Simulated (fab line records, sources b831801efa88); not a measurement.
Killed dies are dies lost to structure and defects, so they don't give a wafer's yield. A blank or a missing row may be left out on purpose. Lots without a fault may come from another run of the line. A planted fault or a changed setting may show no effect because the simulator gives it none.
Which tool did it? | flow sky130 | 13 lots, 39 wafers sampled, at 3 steps of a route of 708

WHAT THE GAUGES READ, wafer by wafer
SKY_POLY_CUT_OVL_MEAS_09.
lot  | measured     | on         | POLY_CUT_OVL (nm)
L823 | day 25 22:49 | overlay-02 | -5 -5 -10
L824 | day 26 19:32 | overlay-01 | 3 1 -7
L825 | day 27 02:16 | overlay-01 | 7 -3 1
L827 | day 27 12:43 | overlay-02 | 6 -10 5
L828 | day 28 04:58 | overlay-02 | 14 -4 14
L831 | day 28 16:58 | overlay-02 | -6 -1 2
L832 | day 29 03:38 | overlay-02 | 12 5 3
L833 | day 29 12:16 | overlay-01 | -5 9 -14
L835 | day 29 16:10 | overlay-01 | -1 1 9
L836 | day 30 06:07 | overlay-01 | -2 -10 -11
L840 | day 31 06:23 | overlay-01 | -12 8 1
L841 | day 31 11:58 | overlay-01 | 0 5 -8
L843 | day 32 06:35 | overlay-01 | -2 -8 8

SKY_LI_CONTACT_CD_MEAS_12: target cd 170 nm.
lot  | measured     | on        | cd_nm (nm)
L823 | day 30 21:41 | cd_sem-01 | 169.4 168.5 168.2
L824 | day 31 15:58 | cd_sem-02 | 169.5 169.2 168.4
L825 | day 31 22:59 | cd_sem-01 | 170.8 172.0 170.0
L827 | day 32 08:02 | cd_sem-02 | 168.3 168.8 168.9
L828 | day 33 00:19 | cd_sem-01 | 169.3 169.2 169.1
L831 | day 33 11:26 | cd_sem-01 | 173.7 174.1 173.1
L832 | day 33 21:42 | cd_sem-02 | 169.4 168.4 168.8
L833 | day 34 07:04 | cd_sem-02 | 171.2 173.6 173.5
L835 | day 34 08:40 | cd_sem-02 | 170.1 169.8 169.4
L836 | day 34 21:41 | cd_sem-02 | 170.5 169.8 171.0
L840 | day 35 21:13 | cd_sem-02 | 169.8 169.7 169.1
L841 | day 36 02:53 | cd_sem-01 | 172.3 170.7 171.7
L843 | day 36 22:05 | cd_sem-01 | 169.9 169.3 171.5

WHICH TOOL RAN EACH LOT (tool, then ch and the chambers of the sampled wafers, then the start)
lot  | SKY_SD_N_DEVELOP_06
L823 | litho_track-03 ch 0, day 29 13:38
L824 | litho_track-03 ch 0, day 30 09:47
L825 | litho_track-01 ch 0, day 30 16:32
L827 | litho_track-01 ch 0, day 31 02:26
L828 | litho_track-03 ch 0, day 31 17:50
L831 | litho_track-04 ch 0, day 32 06:38
L832 | litho_track-03 ch 0, day 32 16:04
L833 | litho_track-03 ch 0, day 33 02:28
L835 | litho_track-01 ch 0, day 33 04:17
L836 | litho_track-03 ch 0, day 33 16:49
L840 | litho_track-03 ch 0, day 34 17:25
L841 | litho_track-01 ch 0, day 34 21:35
L843 | litho_track-04 ch 0, day 35 16:19
- SKY_SD_N_DEVELOP_06: develop time 60 s.

WHAT THE TOOLS THEMSELVES READ (means of the sampled wafers that have a number; where no wafer has one, the mark that the record gives instead)
SKY_SD_N_DEVELOP_06.
lot  | tool           | developer_temp_C (C)
L823 | litho_track-03 | 22.81
L824 | litho_track-03 | 23.13
L825 | litho_track-01 | 22.80
L827 | litho_track-01 | 23.17
L828 | litho_track-03 | 22.98
L831 | litho_track-04 | 23.10
L832 | litho_track-03 | 22.99
L833 | litho_track-03 | 22.05
L835 | litho_track-01 | 22.98
L836 | litho_track-03 | 22.10
L840 | litho_track-03 | 22.14
L841 | litho_track-01 | 23.06
L843 | litho_track-04 | 22.97

THE ANSWER, worked out from the rows above alone
Rule: what is usual is taken from the lots themselves. Put in order of their means at a reading, lots are off if they are a third of the lots or fewer, leave a main group of 4 or more, and stand apart from it by a gap of 3 or more times the standard deviation of the main group's means; of several such gaps the widest counts. A main group whose means are all the same, to the digits that the tables above print for the reading, isn't used. A lot without any number at a reading at which 4 lots or more have one is off too. The other lots that the step has rows for count as sound. The gauges are gone through in route order, then the tools' own readings, and for those a lot's mean is taken as printed above. The first step at which some lot is off is used, and at that step the reading that is off furthest; a lot without a number counts as furthest.
Off: L833, L836, L840, at SKY_SD_N_DEVELOP_06 (developer_temp_C). The main group: mean 23.00 C, standard deviation 0.12.
A tool fits if, at that step or a process step before it, it ran every lot that is off, and no sound lot after the first of them. One fits: litho_track-03 at SKY_SD_N_DEVELOP_06. Its last sound lot is L832 (day 32 16:04), its first lot that is off L833 (day 33 02:28): a fault that began between those two fits.
The tool's own readings at SKY_SD_N_DEVELOP_06 bear it out: on the lots that are off they differ by more than 5 times the standard deviation of the sound lots' means. developer_temp_C reads 22.10 C there against 23.00 C on the sound lots.

WHAT THE SIMULATOR HAD PUT IN
Process parameter drift: litho_track-03, from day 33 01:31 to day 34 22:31, at SKY_SD_N_DEVELOP_06. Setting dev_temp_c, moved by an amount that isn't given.
Lots struck among those shown: L833, L836, L840. The rule above found the same.
